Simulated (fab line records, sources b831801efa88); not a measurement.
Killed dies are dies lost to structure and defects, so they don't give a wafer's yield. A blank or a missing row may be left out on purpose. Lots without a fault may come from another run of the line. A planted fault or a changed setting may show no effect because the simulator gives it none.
fab line records | flow sfq_line
record lots=14 wafers=42 last_day=91
route steps=325 shown I0@43 I2@114 M3@130 M4@149
lots that met no fault: from a run of the same line without faults
start_h: hours from the record's first day to the start of the lot's first wafer shown | wait_h: hours since the lot's step before | " the same as in the row above | L1.1+2: a row that stands for several wafers | - no value, or no start given | * or withheld: withheld | < > ~ a bound
route shown NAME@n: a module of which the file shows steps, and the number in the route of the first | usual: mean/standard deviation of fault-free wafers | same: alike in all rows | chamber/n: place in a boat | sites: the reading at each site | _std_site: their standard deviation | _edge_site: outer sites' mean less inner sites' | radius_mm: how far each site lies from the wafer's centre | mask NAME#n: copy n | behind: the tool/chamber that last shaped the wafer | hold: why the lot was held/for how many hours/how that ended | device: the transistor (n, p or np) that didn't switch | end of line: the same wafers' tests at the end of the route | a step without rows: its recipe alone | killed: dies lost to structure and defects at the first sort, not the wafer's yield | map: a wafer's dies, x killed, . not, _ none there
set.NAME: the setting as run; set.NAME@STEP: as run at that earlier step | model.NAME: the simulator's own value behind a step, which no gauge read
steps of the route over a sample of lots; a table a step, a row a wafer
services: from which hour (start_h, from the record's first day; less than 0 if before it) a tool's chamber was out of use, for how many hours, and why
## steps
# step SFQ_TRILAYER_I0_DEP_PECVD_027
# recipe material=SiO2 temp_c=150 time_s=111.11 pressure_torr=2.4 rf_w=183.3 precursor=SiH4/N2O target_thk_nm=500
# usual heater_power_w=86/6.6 showerhead_vpp_V=822/32 throttle_valve_pct=24.8/1.2
# columns lot.wafer tool chamber start_h wait_h heater_power_w showerhead_vpp_V since_wet_clean_h throttle_valve_pct
L335.2 pecvd-01 2 310.88 0.0 88 802 856 25.9
L335.4 " 0 " " 90 833 - 26.2
L335.5 " 1 " " 98 860 - 24.9
L336.3 pecvd-02 1 322.88 0.0 84 862 484 26.0
L336.5 " 0 " " 82 788 - 24.4
L336.6 " 2 " " 85 837 - 24.4
L337.1 pecvd-02 0 333.70 0.0 83 798 495 24.3
L337.4 " 2 " " 88 839 - 24.7
L337.6 " 1 " " 88 863 - 26.1
L338.4 pecvd-03 1 334.92 0.0 88 800 - 24.4
L338.5 " 0 " " 90 795 - 23.4
L338.6 " 2 " " 83 783 - 22.4
L340.3 pecvd-02 1 337.28 0.0 89 861 499 25.9
L340.4 " 0 " " 86 787 - 24.2
L340.6 " 1 " " 92 865 - 25.9
L341.2 pecvd-01 0 338.48 0.0 86 831 883 26.3
L341.4 " 1 " " 92 872 - 24.8
L341.6 " 0 " " 90 834 - 26.0
L342.3 pecvd-02 1 339.70 0.0 94 874 501 25.8
L342.4 " 1 " " 94 863 - 25.7
L342.6 " 0 " " 72 799 - 24.3
L343.1 pecvd-03 1 340.88 0.0 83 806 133 24.5
L343.2 " 2 " " 84 802 133 22.3
L343.6 " 1 " " 85 794 - 24.4
L344.2 pecvd-01 1 342.10 0.0 88 867 887 24.7
L344.3 " 0 " " 81 816 887 26.3
L344.5 " 0 " " 86 831 - 25.9
L346.2 pecvd-01 1 376.51 0.0 99 881 921 24.9
L346.4 " 2 " " 80 794 - 25.8
L346.6 " 1 " " 97 879 - 24.8
L347.3 pecvd-01 1 383.69 0.0 98 878 928 24.9
L347.5 " 2 " " 80 795 - 25.8
L347.6 " 0 " " 85 823 - 26.5
L348.1 pecvd-03 0 394.62 0.0 87 789 186 23.3
L348.3 " 1 " " 83 800 186 24.6
L348.4 " 2 " " 81 773 - 22.5
L349.1 pecvd-03 2 403.02 0.0 83 796 195 22.4
L349.2 " 1 " " 79 804 195 24.7
L349.5 " 1 " " 82 807 - 24.5
L358.2 pecvd-01 0 504.79 0.0 87 815 1050 26.5
L358.3 " 0 " " 88 822 - 26.7
L358.5 " 0 " " 92 821 - 26.6
# step SFQ_TRILAYER_I2_VIA_BARC_OPEN_VIA_ETCH_096
# recipe mask_material=PR chemistry=O2 target_depth_nm=125 target=BARC source_w=500 bias_w=80 pressure_mtorr=30 time_s=41.7
# usual drypump_motor_current_A=5.9/0.53 oes_product_au=0.686/0.0045
# columns lot.wafer tool chamber start_h wait_h drypump_motor_current_A oes_product_au rf_hours_counter_h
L335.2 rie_diel-04 1 913.60 0.0 4.7 0.681 2
L335.4 " 2 " " 6.5 0.688 10
L335.5 " 2 " " 6.5 0.679 -
L336.3 rie_diel-04 1 924.40 0.0 4.7 0.681 2
L336.5 " 1 " " 4.7 0.681 -
L336.6 " 0 " " 5.7 0.692 -
L337.1 rie_diel-02 1 926.80 0.0 6.0 0.680 3
L337.4 " 0 " " 5.9 0.680 -
L337.6 " 3 " " 6.2 0.682 -
L338.4 rie_diel-04 2 929.20 0.0 6.5 0.680 10
L338.5 " 3 " " 6.1 0.689 -
L338.6 " 0 " " 5.7 0.683 -
L340.3 rie_diel-04 2 931.60 0.0 6.5 0.686 10
L340.4 " 3 " " 6.1 0.686 4
L340.6 " 3 " " 6.1 0.687 -
L341.2 rie_diel-01 0 938.80 0.0 6.0 0.688 7
L341.4 " 2 " " 6.4 0.692 8
L341.6 " 1 " " 6.0 0.677 -
L342.3 rie_diel-02 0 941.20 0.0 6.0 0.685 4
L342.4 " 1 " " 6.0 0.687 -
L342.6 " 0 " " 6.0 0.688 -
L343.1 rie_diel-04 1 944.80 0.0 4.7 0.685 2
L343.2 " 0 " " 5.7 0.683 17
L343.6 " 2 " " 6.5 0.688 -
L344.2 rie_diel-01 2 949.60 0.0 6.5 0.686 8
L344.3 " 1 " " 6.0 0.693 1
L344.5 " 1 " " 6.0 0.690 -
L346.2 rie_diel-02 1 987.99 0.0 6.0 0.686 5
L346.4 " 3 " " 6.2 0.685 13
L346.6 " 1 " " 6.0 0.686 -
L347.3 rie_diel-02 1 992.79 0.0 6.0 0.698 5
L347.5 " 0 " " 5.9 0.689 -
L347.6 " 3 " " 6.1 0.681 -
L348.1 rie_diel-04 2 1009.59 0.0 6.6 0.686 11
L348.3 " 1 " " 4.7 0.685 3
L348.4 " 3 " " 6.1 0.685 5
L349.1 rie_diel-02 0 1011.99 0.0 5.9 0.683 6
L349.2 " 3 " " 6.2 0.686 13
L349.5 " 1 " " 6.0 0.683 -
L358.2 rie_diel-01 3 1104.22 0.0 6.2 0.678 10
L358.3 " 0 " " 6.0 0.686 10
L358.5 " 2 " " 6.4 0.691 -
# step SFQ_TRILAYER_M3_ETCH_METAL_ETCH_078
# recipe target=Nb stop_on=SiO2 mask_material=PR chemistry=Cl2/Ar target_depth_nm=240 icp_w=600 bias_w=80 pressure_mtorr=10 time_s=120
# usual drypump_motor_current_A=6.0/0.49 oes_product_au=0.895/0.0079
# columns lot.wafer tool chamber start_h wait_h drypump_motor_current_A oes_product_au rf_hours_counter_h
L335.2 rie_metal-04 0 917.17 0.0 6.2 0.885 128
L335.4 " 1 " " 6.2 0.889 -
L335.5 " 0 " " 6.1 0.892 -
L336.3 rie_metal-02 1 928.03 0.1 5.1 0.902 -
L336.5 " 1 " " 5.1 0.896 -
L336.6 " 0 " " 6.3 0.916 -
L337.1 rie_metal-01 0 931.59 0.0 5.5 0.882 64
L337.4 " 1 " " 6.5 0.886 -
L337.6 " 1 " " 6.6 0.886 -
L338.4 rie_metal-01 1 934.03 0.1 6.6 0.903 -
L338.5 " 1 " " 6.5 0.904 -
L338.6 " 0 " " 5.5 0.895 -
L340.3 rie_metal-02 1 937.63 0.1 5.1 0.894 -
L340.4 " 0 " " 6.3 0.899 -
L340.6 " 1 " " 5.1 0.896 -
L341.2 rie_metal-02 1 942.39 0.0 5.1 0.890 100
L341.4 " 0 " " 6.3 0.901 -
L341.6 " 1 " " 5.1 0.887 -
L342.3 rie_metal-04 1 944.84 0.1 6.2 0.893 -
L342.4 " 0 " " 6.2 0.898 -
L342.6 " 1 " " 6.2 0.907 -
L343.1 rie_metal-02 0 950.38 0.0 6.3 0.885 21
L343.2 " 1 " " 5.1 0.892 101
L343.6 " 0 " " 6.3 0.889 -
L344.2 rie_metal-02 0 983.53 0.0 6.3 0.904 27
L344.3 " 0 " " 6.3 0.908 -
L344.5 " 0 " " 6.3 0.897 -
L346.2 rie_metal-01 1 991.56 0.0 6.6 0.899 120
L346.4 " 1 " " 6.6 0.894 -
L346.6 " 1 " " 6.6 0.883 -
L347.3 rie_metal-02 1 997.62 0.1 5.1 0.899 -
L347.5 " 0 " " 6.3 0.885 -
L347.6 " 1 " " 5.1 0.896 -
L348.1 rie_metal-04 1 1013.16 0.0 6.2 0.902 88
L348.3 " 0 " " 6.2 0.902 -
L348.4 " 1 " " 6.2 0.902 -
L349.1 rie_metal-04 0 1015.76 0.0 6.2 0.909 6
L349.2 " 1 " " 6.2 0.895 88
L349.5 " 0 " " 6.2 0.899 -
L358.2 rie_metal-04 1 1112.68 0.0 6.2 0.892 102
L358.3 " 1 " " 6.2 0.887 -
L358.5 " 0 " " 6.2 0.893 -
# step SFQ_TRILAYER_M4_DEP_SPUTTER_091
# recipe material=Nb base_pressure_pa=1.33e-06 chamber_pressure_pa=0.1333 substrate_temp_c=20 resputter_cathode_voltage_v=400 target_thk_nm=200 power_w=2000 time_s=133.3
# usual substrate_temp_c=20.01/0.1 throttle_valve_pct=30.4/1.1
# columns lot.wafer tool chamber start_h wait_h substrate_temp_c throttle_valve_pct
L335.2 pvd_sputter-04 - 1065.55 0.0 20.04 31.0
L335.4 " - " " 19.90 27.7
L335.5 " - " " 20.13 30.8
L336.3 pvd_sputter-04 - 1075.18 0.0 20.01 30.8
L336.5 " - " " 19.87 31.4
L336.6 " - " " 20.05 30.8
L337.1 pvd_sputter-03 - 1078.85 0.0 19.96 31.5
L337.4 " - " " 20.08 31.1
L337.6 " - " " 19.97 30.5
L338.4 pvd_sputter-05 - 1079.99 0.0 19.99 30.9
L338.5 " - " " 19.89 31.8
L338.6 " - " " 20.02 31.9
L340.3 pvd_sputter-03 - 1088.38 0.0 20.00 31.1
L340.4 " - " " 19.90 31.0
L340.6 " - " " 19.88 30.9
L341.2 pvd_sputter-04 - 1096.78 0.0 19.95 29.6
L341.4 " - " " 20.04 31.1
L341.6 " - " " 20.16 29.6
L342.3 pvd_sputter-05 - 1099.19 0.0 20.10 29.6
L342.4 " - " " 20.00 31.8
L342.6 " - " " 20.06 30.0
L343.1 pvd_sputter-04 - 1102.88 0.0 19.93 28.1
L343.2 " - " " 20.15 30.8
L343.6 " - " " 20.02 30.8
L344.2 pvd_sputter-05 - 1130.32 0.0 20.06 31.5
L344.3 " - " " 19.93 31.2
L344.5 " - " " 20.14 31.0
L346.2 pvd_sputter-05 - 1141.34 0.0 20.11 29.5
L346.4 " - " " 19.94 31.5
L346.6 " - " " 20.03 29.6
L347.3 pvd_sputter-03 - 1154.37 0.0 20.29 31.0
L347.5 " - " " 20.07 31.2
L347.6 " - " " 20.11 31.2
L348.1 pvd_sputter-04 - 1165.17 0.0 20.24 30.6
L348.3 " - " " 20.12 29.3
L348.4 " - " " 20.02 31.1
L348.1 pvd_sputter-04 - 1165.43 0.2 19.89 30.7
L348.3 " - " " 19.93 29.4
L348.4 " - " " 19.93 30.9
L349.1 pvd_sputter-04 - 1167.57 0.0 19.82 29.2
L349.2 " - " " 19.93 27.6
L349.5 " - " " 20.01 29.6
L358.2 pvd_sputter-05 - 1243.22 0.0 20.06 31.8
L358.3 " - " " 20.02 31.6
L358.5 " - " " 20.01 32.0
L358.2 pvd_sputter-05 - 1243.48 0.2 19.97 31.9
L358.3 " - " " 20.03 31.7
L358.5 " - " " 19.84 31.7
# step SFQ_M4_RS_MEAS_924
# recipe thk_meas_gauge=four-point-probe reads=Nb_of_TRILAYER_M4_DEP_SPUTTER_091
# usual M4_NB_RS=0.889/0.0084
# columns lot.wafer tool chamber start_h wait_h M4_NB_RS[ohm/sq]
L335.2 film_metro-01 - 1065.67 0.1 0.888
L335.4 " - " " 0.884
L335.5 " - " " 0.890
L336.3 film_metro-04 - 1075.31 0.1 0.882
L336.5 " - " " 0.891
L336.6 " - " " 0.886
L337.1 film_metro-03 - 1078.94 0.0 0.878
L337.4 " - " " 0.884
L337.6 " - " " 0.876
L338.4 film_metro-03 - 1080.14 0.1 0.875
L338.5 " - " " 0.877
L338.6 " - " " 0.883
L340.3 film_metro-03 - 1088.51 0.1 0.888
L340.4 " - " " 0.884
L340.6 " - " " 0.898
L341.2 film_metro-04 - 1096.89 0.1 0.894
L341.4 " - " " 0.890
L341.6 " - " " 0.894
L342.3 film_metro-04 - 1099.32 0.1 0.874
L342.4 " - " " 0.884
L342.6 " - " " 0.876
L343.1 film_metro-01 - 1102.97 0.0 0.890
L343.2 " - " " 0.887
L343.6 " - " " 0.892
L344.2 film_metro-01 - 1130.43 0.1 0.893
L344.3 " - " " 0.886
L344.5 " - " " 0.886
L346.2 film_metro-04 - 1141.45 0.1 0.875
L346.4 " - " " 0.884
L346.6 " - " " 0.880
L347.3 film_metro-04 - 1154.51 0.1 0.905
L347.5 " - " " 0.890
L347.6 " - " " 0.898
L348.1 film_metro-01 - 1165.52 0.0 0.443
L348.3 " - " " 0.446
L348.4 " - " " 0.443
L349.1 film_metro-01 - 1167.67 0.0 0.893
L349.2 " - " " 0.888
L349.5 " - " " 0.896
L358.2 film_metro-03 - 1243.59 0.1 0.439
L358.3 " - " " 0.442
L358.5 " - " " 0.442
# step SFQ_TRILAYER_M4_ETCH_METAL_ETCH_096
# recipe target=Nb stop_on=SiO2 mask_material=PR chemistry=Cl2/Ar target_depth_nm=240 icp_w=600 bias_w=80 pressure_mtorr=10 time_s=120
# usual drypump_motor_current_A=5.7/0.49 oes_product_au=0.894/0.0062
# columns lot.wafer tool chamber start_h wait_h drypump_motor_current_A oes_product_au rf_hours_counter_h
L335.2 rie_metal-04 0 1068.17 0.0 6.2 0.895 15
L335.4 " 0 " " 6.2 0.896 -
L335.5 " 0 " " 6.2 0.905 -
L336.3 rie_metal-02 1 1078.01 0.1 5.1 0.902 -
L336.5 " 0 " " 6.3 0.890 -
L336.6 " 1 " " 5.1 0.892 -
L337.1 rie_metal-03 1 1082.48 0.0 5.3 0.904 92
L337.4 " 0 " " 5.5 0.897 -
L337.6 " 1 " " 5.2 0.897 -
L338.4 rie_metal-02 1 1083.72 0.1 5.1 0.898 -
L338.5 " 0 " " 6.3 0.901 -
L338.6 " 1 " " 5.1 0.900 -
L340.3 rie_metal-04 0 1091.04 0.1 6.2 0.903 -
L340.4 " 1 " " 6.2 0.891 -
L340.6 " 1 " " 6.2 0.887 -
L341.2 rie_metal-02 1 1100.68 0.0 5.1 0.895 124
L341.4 " 0 " " 6.3 0.893 -
L341.6 " 0 " " 6.3 0.898 -
L342.3 rie_metal-03 1 1106.73 0.1 5.2 0.896 -
L342.4 " 0 " " 5.5 0.897 -
L342.6 " 1 " " 5.3 0.899 -
L343.1 rie_metal-03 1 1109.08 0.0 5.2 0.892 97
L343.2 " 0 " " 5.5 0.899 122
L343.6 " 0 " " 5.5 0.896 -
L344.2 rie_metal-02 0 1142.84 0.0 6.3 0.901 47
L344.3 " 0 " " 6.3 0.901 -
L344.5 " 0 " " 6.3 0.898 -
L346.2 rie_metal-04 1 1155.59 0.0 6.2 0.892 110
L346.4 " 0 " " 6.2 0.897 -
L346.6 " 1 " " 6.2 0.898 -
L347.3 rie_metal-04 0 1166.59 0.1 6.2 0.888 -
L347.5 " 0 " " 6.2 0.896 -
L347.6 " 1 " " 6.2 0.895 -
L348.1 rie_metal-02 0 1173.59 0.0 6.3 0.992 54
L348.3 " 1 " " 5.1 1.012 -
L348.4 " 0 " " 6.3 1.003 -
L349.1 rie_metal-04 1 1175.99 0.0 6.2 0.892 114
L349.2 " 0 " " 6.2 0.896 34
L349.5 " 1 " " 6.2 0.889 -
L358.2 rie_metal-02 1 1246.14 0.0 5.1 1.009 7
L358.3 " 1 " " 5.1 0.996 -
L358.5 " 0 " " 6.3 1.003 -
## services
# columns tool chamber start_h hours kind
pvd_sputter-04 - 316.54 1.1 repair
rie_metal-04 1 356.45 7.3 repair
pvd_sputter-04 - 360.86 2.7 repair
rie_metal-02 - 370.97 0.1 repair
rie_metal-04 0 372.34 1.0 repair
rie_metal-02 1 380.56 1.4 repair
rie_metal-04 - 438.10 2.8 pm
rie_metal-02 - 474.70 2.8 pm
rie_metal-04 - 599.17 0.8 repair
rie_metal-04 - 602.17 0.3 repair
rie_metal-02 - 641.13 10.0 pm
rie_metal-04 0 667.27 3.8 repair
rie_metal-04 - 673.15 1.4 pm
rie_metal-04 - 789.94 2.1 repair
rie_metal-04 - 922.10 1.0 repair
pvd_sputter-04 - 928.10 2.5 repair
pvd_sputter-04 - 940.68 2.4 repair
rie_metal-04 - 1019.55 0.8 repair
rie_metal-04 1 1024.05 4.6 repair
rie_metal-02 1 1105.74 16.0 repair
rie_metal-02 0 1106.22 29.3 repair
rie_metal-04 0 1146.41 3.1 repair
rie_metal-02 0 1152.47 6.4 repair
rie_metal-02 1 1169.20 1.1 repair
## key
first_sign step=SFQ_TRILAYER_M4_DEP_SPUTTER_091 reading=visit direction=added
effect step=SFQ_M4_RS_MEAS_924 reading=M4_NB_RS direction=down sigmas=53 usual=0.889 struck=0.443
effect step=SFQ_TRILAYER_M4_ETCH_METAL_ETCH_096 reading=oes_product_au direction=up sigmas=17 usual=0.894 struck=1.002
met_at SFQ_TRILAYER_M4_DEP_SPUTTER_091
struck_lots L348,L358
not_acting_at SFQ_TRILAYER_I0_DEP_PECVD_027,SFQ_TRILAYER_I2_VIA_BARC_OPEN_VIA_ETCH_096,SFQ_TRILAYER_M3_ETCH_METAL_ETCH_078
fault kind=repeated_step_whole tool=pvd_sputter-03,pvd_sputter-04,pvd_sputter-05 chamber=- onset_h=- steps=SFQ_TRILAYER_M4_DEP_SPUTTER_091 times=1 scope=struck_lots_only
